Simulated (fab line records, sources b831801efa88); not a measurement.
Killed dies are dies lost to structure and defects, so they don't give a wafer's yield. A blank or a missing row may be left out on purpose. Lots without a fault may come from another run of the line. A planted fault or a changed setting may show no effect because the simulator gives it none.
Which tool did it? | flow gf180mcu | 12 lots, 36 wafers sampled, at 3 steps of a route of 602

WHAT THE GAUGES READ, wafer by wafer
GF_M3_CD_MEAS_14: target cd 280 nm.
lot  | measured     | on        | cd_nm (nm)
L075 | day 21 20:14 | cd_sem-01 | 280.8 278.8 280.4
L077 | day 22 09:42 | cd_sem-01 | 281.7 281.0 283.9
L079 | day 23 02:59 | cd_sem-02 | 282.8 282.2 281.3
L081 | day 24 00:28 | cd_sem-01 | 279.1 280.5 281.2
L083 | day 24 13:29 | cd_sem-01 | 281.6 282.6 282.2
L085 | day 25 11:30 | cd_sem-01 | 279.7 280.0 279.3
L087 | day 26 01:13 | cd_sem-01 | 279.8 280.7 279.7
L089 | day 26 16:46 | cd_sem-01 | 280.7 280.7 279.9
L091 | day 27 06:22 | cd_sem-01 | 280.8 281.2 280.3
L093 | day 27 18:52 | cd_sem-02 | 278.5 277.7 277.5
L095 | day 28 10:58 | cd_sem-01 | 282.3 281.3 281.1
L097 | day 29 05:56 | cd_sem-02 | 280.3 279.8 281.3

WHICH TOOL RAN EACH LOT (tool, then ch and the chambers of the sampled wafers, then the start)
lot  | GF_M2_SPUTTER_00             | GF_V2_SPUTTER_21
L075 | pvd_sputter-02, day 18 17:19 | pvd_sputter-02, day 20 19:43
L077 | pvd_sputter-03, day 19 06:11 | pvd_sputter-04, day 21 09:22
L079 | pvd_sputter-02, day 20 00:23 | pvd_sputter-02, day 22 03:08
L081 | pvd_sputter-03, day 20 23:43 | pvd_sputter-04, day 23 01:07
L083 | pvd_sputter-04, day 21 12:53 | pvd_sputter-02, day 23 13:56
L085 | pvd_sputter-02, day 22 13:34 | pvd_sputter-01, day 24 12:29
L087 | pvd_sputter-04, day 23 03:30 | pvd_sputter-01, day 25 02:57
L089 | pvd_sputter-03, day 23 20:29 | pvd_sputter-01, day 25 19:07
L091 | pvd_sputter-02, day 24 10:32 | pvd_sputter-01, day 26 08:05
L093 | pvd_sputter-03, day 25 00:23 | pvd_sputter-01, day 26 21:41
L095 | pvd_sputter-03, day 25 19:28 | pvd_sputter-02, day 27 14:43
L097 | pvd_sputter-02, day 26 14:55 | pvd_sputter-01, day 28 10:10
- GF_M2_SPUTTER_00: material Ti, target thk 37.5 nm, time 150 s.
- GF_V2_SPUTTER_21: material Ti, target thk 15 nm, time 80.02 s.

THE ANSWER, worked out from the rows above alone
Rule: what is usual is taken from the lots themselves. Put in order of their means at a reading, lots are off if they are a third of the lots or fewer, leave a main group of 4 or more, and stand apart from it by a gap of 3 or more times the standard deviation of the main group's means; of several such gaps the widest counts. A main group whose means are all the same, to the digits that the tables above print for the reading, isn't used. A lot without any number at a reading at which 4 lots or more have one is off too. The other lots that the step has rows for count as sound.
No lot is off at any reading shown: from this, nothing can be told.

WHAT THE SIMULATOR HAD PUT IN
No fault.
